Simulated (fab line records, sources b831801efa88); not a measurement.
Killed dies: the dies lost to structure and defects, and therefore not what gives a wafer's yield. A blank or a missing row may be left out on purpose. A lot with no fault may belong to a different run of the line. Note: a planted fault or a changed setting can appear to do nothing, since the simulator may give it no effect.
fab line records	flow sky130
record: lots: 12	wafers: 36	last_day: 50
route steps=708 shown VT_ADJUST_HVTP@95 CAPM@540 METAL5@676 PAD_OPEN@708
lots that met no fault: taken from a fault-free run of the same line
start_h: the number of hours between the record's first day and the start of the first shown wafer of the lot	wait_h: time in hours since the lot's previous step	" identical to the entry in the row above	L1.1+2: a single row standing in for several wafers	- no value, or no start was given	* or withheld: withheld	< > ~ a bound
route shown NAME@n: a module of which the file shows steps, and the number in the route of the first	usual: mean and standard deviation over wafers with no fault	same: alike in all rows	chamber/n: place in a boat	sites: per-site readings	_std_site: their standard deviation	_edge_site: inner sites' mean taken away from outer sites' mean	radius_mm: for every site, how far away it sits from the centre of the wafer	mask NAME#n: copy n	behind: the last tool/chamber to shape the wafer	hold: why the lot went on hold/how many hours it stayed there/how the hold came to an end	device: whichever transistor did not switch (one of n, p or np)	end of line: at the end of the route, the tests of the same wafers	a step given without rows: its recipe and nothing more	killed: at the first sort, the dies lost to defects and structure; wafer yield is something else	map: shows each die of a wafer: x if killed, . if not, _ if none is there
set.NAME: setting as actually run; set.NAME@STEP: the setting as run at that earlier step	model.NAME: the simulator's own value behind a step, which no gauge read
steps of the route over a sample of lots; a table a step, a row a wafer
services: a tool's chamber out of use, with start hour (start_h, from the record's first day; less than 0 if before it), hours out, and reason
== steps ==
step: SKY_VT_ADJUST_HVTP_STRIP_10
recipe: chemistry: O2/N2	power_w: 1400	pressure_mtorr: 1500	platen_temp_c: withheld	o2_flow_sccm: 3000	n2_flow_sccm: 300	overash_fraction: 0.5
usual: drypump_motor_current_A: 5.79/0.21	oes_product_au: 0.716/0.0046	strip_time_to_endpoint_s: 14.17/0.042
lot.wafer	tool	chamber	start_h	wait_h	drypump_motor_current_A	oes_product_au	rf_hours_counter_h	strip_time_to_endpoint_s
L772.1	plasma_asher-01	1	125.48	0.1	5.74	0.716	44	14.22
L772.2	"	0	"	"	5.63	0.712	44	14.14
L772.6	"	0	"	"	5.64	0.718	-	14.14
L771.1	plasma_asher-04	1	126.11	0.1	5.91	0.718	1	14.12
L771.3	"	0	"	"	5.92	0.710	-	14.09
L771.5	"	1	"	"	5.92	0.721	-	14.06
L773.2	plasma_asher-04	0	140.96	0.1	5.91	0.711	2	14.19
L773.5	"	0	"	"	5.92	0.714	-	14.16
L773.6	"	1	"	"	5.92	0.725	-	14.18
L775.1	plasma_asher-01	0	153.06	0.1	5.64	0.716	47	14.12
L775.2	"	1	"	"	5.73	0.717	47	14.17
L775.3	"	1	"	"	5.75	0.715	-	14.13
L778.1	plasma_asher-01	0	162.68	0.1	5.64	0.720	48	14.18
L778.2	"	1	"	"	5.72	0.722	48	14.22
L778.4	"	0	"	"	5.64	0.710	-	14.23
L780.1	plasma_asher-01	1	176.92	0.1	5.71	0.715	49	14.18
L780.2	"	0	"	"	5.69	0.712	49	14.20
L780.4	"	0	"	"	5.64	0.713	-	14.15
L785.2	plasma_asher-03	0	207.78	0.1	5.65	0.715	41	14.14
L785.3	"	1	"	"	6.27	0.712	-	14.18
L785.6	"	0	"	"	5.62	0.722	-	14.17
L788.1	plasma_asher-03	0	226.62	0.1	5.59	0.724	43	14.23
L788.2	"	1	"	"	6.23	0.717	43	14.23
L788.4	"	1	"	"	6.24	0.717	-	14.23
L791.1	plasma_asher-01	1	252.07	0.1	5.73	0.715	57	14.24
L791.2	"	0	"	"	5.61	0.718	57	14.25
L791.5	"	1	"	"	5.72	0.727	-	14.23
L792.1	plasma_asher-04	1	265.32	0.1	5.92	0.712	14	14.23
L792.2	"	0	"	"	5.93	0.710	14	14.23
L792.3	"	1	"	"	5.91	0.713	-	14.21
L794.2	plasma_asher-04	0	277.77	0.1	5.90	0.711	15	14.18
L794.3	"	1	"	"	5.95	0.708	-	14.27
L794.6	"	0	"	"	5.91	0.725	-	14.25
L793.3	plasma_asher-03	0	278.10	0.1	5.62	0.718	-	14.14
L793.5	"	1	"	"	6.26	0.716	-	14.16
L793.6	"	0	"	"	5.64	0.717	-	14.15
step: SKY_CAPM_RS_MEAS_03
recipe: thk_meas_gauge: four-point-probe	reads: TiN_of_CAPM_SPUTTER_02
usual: CAPM_TIN_RS: 6.91/0.076
lot.wafer	tool	chamber	start_h	wait_h	CAPM_TIN_RS[ohm/sq]
L772.1	film_metro-04	-	843.02	0.1	6.93
L772.2	"	-	"	"	6.90
L772.6	"	-	"	"	6.93
L771.1	film_metro-04	-	847.20	0.1	6.90
L771.3	"	-	"	"	6.92
L771.5	"	-	"	"	6.95
L773.2	film_metro-04	-	856.82	0.1	6.90
L773.5	"	-	"	"	6.83
L773.6	"	-	"	"	6.86
L775.1	film_metro-02	-	879.60	0.1	6.75
L775.2	"	-	"	"	6.77
L775.3	"	-	"	"	6.79
L778.1	film_metro-04	-	898.62	0.1	6.86
L778.2	"	-	"	"	6.83
L778.4	"	-	"	"	6.98
L780.1	film_metro-02	-	913.06	0.1	6.92
L780.2	"	-	"	"	7.07
L780.4	"	-	"	"	6.95
L785.2	film_metro-02	-	949.15	0.1	7.05
L785.3	"	-	"	"	7.03
L785.6	"	-	"	"	7.00
L788.1	film_metro-01	-	966.81	0.1	6.90
L788.2	"	-	"	"	6.94
L788.4	"	-	"	"	6.97
L791.1	film_metro-02	-	995.33	0.1	6.83
L791.2	"	-	"	"	6.84
L791.5	"	-	"	"	6.85
L792.1	film_metro-01	-	1006.89	0.1	6.86
L792.2	"	-	"	"	6.92
L792.3	"	-	"	"	6.97
L794.2	film_metro-02	-	1011.91	0.1	6.96
L794.3	"	-	"	"	6.88
L794.6	"	-	"	"	6.87
L793.3	film_metro-02	-	1020.82	0.1	6.84
L793.5	"	-	"	"	6.87
L793.6	"	-	"	"	6.82
step: SKY_CAPM_THK_MEAS_04
recipe: thk_meas_gauge: xrf	reads: TiN_of_CAPM_SPUTTER_02
usual: CAPM_TIN_THK: 197.9/2.3
lot.wafer	tool	chamber	start_h	wait_h	CAPM_TIN_THK[nm]
L772.1	film_metro-04	-	843.14	0.1	198.1
L772.2	"	-	"	"	199.0
L772.6	"	-	"	"	198.3
L771.1	film_metro-04	-	847.32	0.1	198.2
L771.3	"	-	"	"	198.0
L771.5	"	-	"	"	197.6
L773.2	film_metro-04	-	856.93	0.1	198.6
L773.5	"	-	"	"	200.3
L773.6	"	-	"	"	200.9
L775.1	film_metro-02	-	879.72	0.1	202.1
L775.2	"	-	"	"	201.5
L775.3	"	-	"	"	201.0
L778.1	film_metro-04	-	898.74	0.1	198.1
L778.2	"	-	"	"	199.1
L778.4	"	-	"	"	193.8
L780.1	film_metro-02	-	913.18	0.1	198.4
L780.2	"	-	"	"	193.9
L780.4	"	-	"	"	197.6
L785.2	film_metro-02	-	949.26	0.1	193.8
L785.3	"	-	"	"	195.0
L785.6	"	-	"	"	196.0
L788.1	film_metro-01	-	966.93	0.1	196.6
L788.2	"	-	"	"	195.8
L788.4	"	-	"	"	194.7
L791.1	film_metro-02	-	995.45	0.1	199.9
L791.2	"	-	"	"	199.3
L791.5	"	-	"	"	199.5
L792.1	film_metro-01	-	1007.01	0.1	198.9
L792.2	"	-	"	"	197.2
L792.3	"	-	"	"	195.6
L794.2	film_metro-02	-	1012.02	0.1	198.2
L794.3	"	-	"	"	198.9
L794.6	"	-	"	"	199.1
L793.3	film_metro-02	-	1020.92	0.1	200.3
L793.5	"	-	"	"	199.0
L793.6	"	-	"	"	200.9
step: SKY_METAL5_METAL_ETCH_15
recipe: target_depth_a: 12600	stop_on: SiO2	over_etch_frac: 0.2	time_s: 252	chemistry: Cl2/BCl3	resist_sidewall_deg: 86	pressure_mtorr: 10	icp_w: 900	bias_w: 48.5	Cl2_flow_sccm: 60	bcl3_flow_sccm: 30
usual: drypump_motor_current_A: 5.80/0.27	he_backside_leak_sccm: 3.32/0.2	oes_product_au: 0.894/0.0055	throttle_valve_pct: 22.264/0.0096
lot.wafer	tool	chamber	start_h	wait_h	drypump_motor_current_A	he_backside_leak_sccm	oes_product_au	rf_hours_counter_h	throttle_valve_pct
L772.1	rie_metal-03	0	1023.30	0.0	5.87	3.53	0.891	10	22.258
L772.2	"	1	"	"	5.84	3.48	0.888	20	22.266
L772.6	"	0	"	"	5.88	3.46	0.898	-	22.251
L771.1	rie_metal-03	1	1025.66	0.0	5.86	3.60	0.887	20	22.262
L771.3	"	1	"	"	5.87	3.36	0.889	-	22.272
L771.5	"	0	"	"	5.88	3.45	0.895	-	22.266
L773.2	rie_metal-02	0	1035.46	0.0	6.23	3.20	0.899	9	22.262
L773.5	"	0	"	"	6.21	3.36	0.895	-	22.267
L773.6	"	1	"	"	5.49	3.06	0.892	-	22.262
L775.1	rie_metal-01	0	1056.26	0.0	5.44	3.37	0.902	19	22.275
L775.2	"	1	"	"	5.69	3.66	0.896	21	22.261
L775.3	"	0	"	"	5.43	3.49	0.895	-	22.261
L778.1	rie_metal-02	0	1071.51	0.0	6.22	3.37	0.899	11	22.272
L778.2	"	1	"	"	5.50	3.05	0.902	8	22.265
L778.4	"	1	"	"	5.51	3.03	0.898	-	22.262
L780.1	rie_metal-03	0	1083.04	0.1	5.87	3.08	0.893	15	22.268
L780.2	"	0	"	"	5.86	3.27	0.901	-	22.286
L780.4	"	0	"	"	5.86	2.99	0.887	-	22.270
L785.2	rie_metal-02	0	1114.04	0.0	6.22	3.38	0.903	14	22.269
L785.3	"	0	"	"	6.21	3.35	0.900	-	22.260
L785.6	"	0	"	"	6.22	3.40	0.891	-	22.271
L788.1	rie_metal-02	0	1125.61	0.0	6.20	3.42	0.898	15	22.240
L788.2	"	1	"	"	5.52	3.08	0.899	12	22.269
L788.4	"	1	"	"	5.47	2.95	0.900	-	22.235
L791.1	rie_metal-03	1	1147.36	0.0	5.86	3.57	0.899	5	22.264
L791.2	"	0	"	"	5.84	3.19	0.894	21	22.252
L791.5	"	1	"	"	5.86	3.55	0.893	-	22.251
L792.1	rie_metal-01	1	1159.19	0.0	5.69	3.69	0.891	27	22.270
L792.2	"	0	"	"	5.43	3.44	0.893	27	22.257
L792.3	"	1	"	"	5.67	3.39	0.902	-	22.265
L794.2	rie_metal-02	1	1163.10	0.0	5.50	3.13	0.895	16	22.268
L794.3	"	1	"	"	5.53	3.13	0.896	-	22.275
L794.6	"	1	"	"	5.51	3.03	0.895	-	22.266
L793.3	rie_metal-02	1	1169.06	0.1	5.51	3.08	0.894	-	22.284
L793.5	"	0	"	"	6.23	3.40	0.887	-	22.263
L793.6	"	1	"	"	5.48	3.02	0.889	-	22.272
step: SKY_PAD_OPEN_PROBE_99
usual: killed_at_M0_to_M3: 43/7.7	killed_at_M4_up: 2.9/1.9	killed_at_contacts: 24/5.9	killed_at_front_end: 16/5.1	killed_at_other: 0.3/0.63	killed_dies: 86/10	killed_open: 47/7.6	killed_short: 39/6.8
same: gross_dies: 492	killed_at_back_side: 0
lot.wafer	tool	chamber	start_h	wait_h	killed_at_M0_to_M3	killed_at_M4_up	killed_at_contacts	killed_at_front_end	killed_at_other	killed_dies	killed_open	killed_short
L778.1	prober-02	-	1114.70	0.1	36	3	25	62	0	126	47	24
L778.2	prober-02	-	1114.75	0.1	28	0	25	78	0	131	34	38
L778.4	prober-02	-	1114.85	0.2	30	2	25	74	0	131	31	35
L780.1	prober-02	-	1125.94	0.1	49	3	25	70	0	147	55	28
L780.2	prober-02	-	1125.99	0.1	52	0	26	73	0	151	45	42
L780.4	prober-02	-	1126.09	0.2	31	6	22	78	0	137	43	25
killed by level:class
L778.1 VT_ADJUST_HVTP:unspecified=55 CONTACT:geometric_particle:open=12 VIA1:geometric_particle:open=9 LI_CONTACT:geometric_particle:open=8 METAL1:geometric_particle:short=6 VIA3:geometric_particle:open=6 METAL2:geometric_particle:short=4 POLY_GATE:geometric_particle:open=3
L778.2 VT_ADJUST_HVTP:unspecified=59 CONTACT:geometric_particle:short=10 LI_CONTACT:geometric_particle:open=7 VIA1:geometric_particle:open=6 METAL1:geometric_particle:short=5 FIELD_ISO:geometric_particle:short=4 POLY_GATE:geometric_particle:short=4 VIA1:geometric_particle:short=4
L778.4 VT_ADJUST_HVTP:unspecified=65 CONTACT:geometric_particle:open=9 LOCAL_INTERCONNECT:geometric_particle:short=8 VIA3:geometric_particle:open=5 VIA1:geometric_particle:open=5 VIA3:geometric_particle:short=5 METAL1:geometric_particle:short=4 FIELD_ISO:geometric_particle:open=3
L780.1 VT_ADJUST_HVTP:unspecified=63 VIA1:geometric_particle:open=18 CONTACT:geometric_particle:open=12 LI_CONTACT:geometric_particle:open=7 VIA3:geometric_particle:open=6 VIA2:geometric_particle:short=5 VIA1:geometric_particle:short=4 CONTACT:geometric_particle:short=4
L780.2 VT_ADJUST_HVTP:unspecified=64 CONTACT:geometric_particle:open=13 VIA1:geometric_particle:open=8 METAL2:geometric_particle:short=8 VIA1:geometric_particle:short=7 LI_CONTACT:geometric_particle:open=6 VIA2:geometric_particle:short=6 VIA2:geometric_particle:open=6
L780.4 VT_ADJUST_HVTP:unspecified=68 VIA1:geometric_particle:open=11 CONTACT:geometric_particle:open=7 LI_CONTACT:geometric_particle:open=5 CONTACT:geometric_particle:short=4 VIA3:geometric_particle:open=4 VIA2:geometric_particle:open=4 METAL4:geometric_particle:short=4
== services ==
tool	chamber	start_h	hours	kind
plasma_asher-04	-	108.75	9.0	pm
rie_metal-03	1	115.55	14.5	repair
rie_metal-02	-	137.54	2.8	pm
plasma_asher-04	-	162.34	2.5	repair
rie_metal-02	-	302.81	14.6	pm
plasma_asher-01	-	310.42	0.4	repair
rie_metal-02	-	324.83	0.7	repair
plasma_asher-01	-	359.78	2.1	repair
plasma_asher-01	-	421.25	9.0	pm
plasma_asher-04	-	538.11	0.7	repair
rie_metal-02	-	595.93	1.4	pm
rie_metal-02	1	598.32	1.2	repair
plasma_asher-01	-	601.80	28.1	pm
rie_metal-02	-	613.66	3.9	repair
rie_metal-02	-	642.30	0.6	repair
rie_metal-02	-	664.31	0.2	repair
rie_metal-02	1	710.65	1.2	repair
plasma_asher-01	-	797.23	1.4	repair
plasma_asher-01	-	868.92	4.0	repair
plasma_asher-01	-	873.64	1.2	repair
plasma_asher-01	-	901.61	2.8	pm
plasma_asher-01	-	959.48	1.9	repair
plasma_asher-01	-	1144.01	3.3	repair
rie_metal-02	-	1161.78	1.1	repair
== key ==
first_sign: step: SKY_PAD_OPEN_PROBE_99	reading: killed_at_front_end	direction: up	sigmas: 11	usual: 16	struck: 72
effect: step: SKY_PAD_OPEN_PROBE_99	reading: killed_dies	direction: up	sigmas: 4.9	usual: 86	struck: 137
met_at SKY_VT_ADJUST_HVTP_STRIP_10
struck_lots L778,L780
tester_left_out L778,L780
not_acting_at SKY_CAPM_RS_MEAS_03,SKY_CAPM_THK_MEAS_04,SKY_METAL5_METAL_ETCH_15
onset_between 153.06 162.68
fault: kind: chamber_particle_source	tool: plasma_asher-01	chamber: -	onset_h: 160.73	steps: SKY_VT_ADJUST_HVTP_STRIP_10	rate_per_visit_cm2: 1.3529	end_h: 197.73
tester_left_out: of these lots the tester's yield and bins aren't shown, on N5 and GAA mostly nor the transistor test; their killed dies are dies lost to structure and defects alone, not to doping, threshold or leakage, so they don't give the yield
